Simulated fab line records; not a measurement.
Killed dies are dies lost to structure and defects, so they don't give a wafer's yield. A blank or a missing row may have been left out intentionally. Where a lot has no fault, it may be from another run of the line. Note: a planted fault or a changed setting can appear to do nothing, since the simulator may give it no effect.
One fault seen from 2 desks :: flow sky130 :: every desk sees just its own numbers, and what lay behind them comes last

## THE METROLOGY DESK
What the gauges read for every lot (on any tool): the sampled wafers with a number, averaged. The brackets show how far a lot's mean lies from the usual mean; more than 4 standard deviations puts the lot out of limits, marked OUT.
Columns: A = VIA2_W_THK at SKY_VIA2_THK_MEAS_23, usual 403 nm; B = cd_nm at SKY_METAL3_CD_MEAS_13, usual 299.6 nm
lot: L122
first seen here: day 37 19:56
A: 400
B: 300.7

lot: L123
first seen here: day 38 02:03
A: 405
B: 297.0

lot: L124
first seen here: day 38 07:32
A: 402
B: 300.0

lot: L125
first seen here: day 38 14:38
A: 406
B: 300.8

lot: L127
first seen here: day 39 01:50
A: 411
B: 299.9

lot: L130
first seen here: day 39 23:26
A: 404
B: 301.1

lot: L131
first seen here: day 40 09:42
A: 406
B: 299.2

lot: L132
first seen here: day 40 15:14
A: 410
B: 300.1

lot: L135
first seen here: day 41 12:23
A: 402
B: 299.6

lot: L138
first seen here: day 42 06:13
A: 398
B: 300.3

lot: L141
first seen here: day 43 07:25
A: 409
B: 300.2

lot: L142
first seen here: day 43 18:32
A: 401
B: 299.1
This desk found nothing out of limits on any of the 12 lots.

## DESK OF THE TOOL OWNER: rie_metal-03
The tool's own readings at SKY_METAL3_ETCH_16 (etches BARC in N2/H2, stops on SiO2, time 88.2 s, target depth 60 nm): means of the sampled wafers that have a number, for each lot that ran on this tool. The brackets show how far a lot's mean lies from the usual mean; more than 4 standard deviations puts the lot out of limits, marked OUT.
Columns: A = drypump_motor_current_A at SKY_METAL3_ETCH_16, usual 5.70 A; B = oes_product_au at SKY_METAL3_ETCH_16, usual 0.625 a.u.; C = rf_fwd_power_W at SKY_METAL3_ETCH_16, usual 496.8 W; D = throttle_valve_pct at SKY_METAL3_ETCH_16, usual 13.205 %
lot: L123
first seen here: day 40 06:11
A: 5.87
B: 0.627
C: 495.5
D: 13.193

lot: L127
first seen here: day 41 04:02
A: 5.84
B: 0.626
C: 495.8
D: 13.206

lot: L131
first seen here: day 42 11:20
A: 5.78
B: 0.626
C: 576.2 (+42) OUT
D: 13.210

lot: L135
first seen here: day 43 12:44
A: 5.85
B: 0.627
C: 577.5 (+42) OUT
D: 13.205
This desk's verdict: out of limits on L131, L135, starting with L131 at day 42 11:20 (rf_fwd_power_W at SKY_METAL3_ETCH_16). L123, L127 stayed within limits.

## TAKEN TOGETHER
An alarm could have come from the tool owner's desk at day 42 11:20, on L131, L135.
From the metrology desk's view, nothing was out of limits.
The metrology desk has L131, L135 on record, within its limits.
On rie_metal-03, each named lot ran SKY_METAL3_ETCH_16.

## WHAT THE SIMULATOR HAD PUT IN
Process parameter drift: rie_metal-03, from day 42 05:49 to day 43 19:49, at SKY_METAL3_ETCH_16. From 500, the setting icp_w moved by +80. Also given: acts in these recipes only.
Shown lots that were struck: L131, L135.
Time in hours from fault onset to the first out-of-limits reading at each desk: the tool owner's desk, 6.
